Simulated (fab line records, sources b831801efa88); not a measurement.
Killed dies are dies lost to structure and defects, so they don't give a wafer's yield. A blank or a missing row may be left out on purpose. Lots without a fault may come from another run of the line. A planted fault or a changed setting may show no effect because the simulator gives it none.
Problem report in the 8D (eight disciplines) form, filled by code | flow sky130 | the parts of the form that need people (team, actions taken, sign-off) are left out

1. THE PROBLEM
beam_energy_keV at SKY_SONOS_TUNNEL_IMPLANT_09 reads a mean of 20.452 on 6 wafers of 2 lots; wafers without a fault read 20.001 with a standard deviation of 0.0063. That is +72 standard deviations from the usual mean.
First seen on wafer L594.2, day 12 09:38, on implanter-02. The record holds 18 wafers of 6 lots with a number at this step. Rule for "out", or "out of limits": more than 4 standard deviations from the usual mean. The other wafers with a number count as sound.

2. WHAT IT IS AND WHAT IT IS NOT
question                    | is                     | is not
which readings at this step | beam_energy_keV        | -
which lots                  | L594, L596             | L600, L610, L613, L615
which wafers of those lots  | all that have a number | -
read on which tools         | implanter-02           | implanter-01
when                        | from day 12 09:38      | up to then (0 sound wafers); but 12 sound wafers of L600, L610, L613, L615 came after

3. SUSPECTS, AND WHAT RULES EACH OUT
Counting: a tool at a process step up to the reading stays a suspect if it ran every lot that is out and no sound lot after the first of them.
- plasma_asher-04 at SKY_VT_ADJUST_PCH_STRIP_09 (strips in O2/N2): ruled out as a lasting fault. Sound lots L600, L615 ran on it after its first lot that is out, L594 (day 11 09:09).
- implanter-02 at SKY_SONOS_TUNNEL_IMPLANT_09: ruled out as a lasting fault. Sound lots L610, L615 ran on it after its first lot that is out, L594 (day 12 09:38).
Left after counting: nothing in the record.

4. THE CAUSE (what the simulator had put in)
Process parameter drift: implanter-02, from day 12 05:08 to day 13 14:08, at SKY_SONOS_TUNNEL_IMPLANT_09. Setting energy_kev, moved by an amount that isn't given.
Counting ruled it out, wrongly.

5. THE CHAIN OF EFFECTS, in route order
Each row: a reading whose mean over the struck wafers that have a number lies more than 3 standard deviations from the usual. Only readings for which the record gives a usual standard deviation are gone through. hours: the time from each lot's start at the first step in this table that gives one to its start at this step, as a median over the lots. sigmas: the change in usual standard deviations.
hours | step                        | reading         | usual  | on struck wafers | change | sigmas
0     | SKY_SONOS_TUNNEL_IMPLANT_09 | beam_energy_keV | 20.001 | 20.452           | +0.451 | +72
The process steps in it:
- SKY_SONOS_TUNNEL_IMPLANT_09

6. WHAT WOULD HAVE CAUGHT IT SOONER
In this record the first reading out of limits was taken at day 12 09:38, 4 hours after the fault began at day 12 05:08.
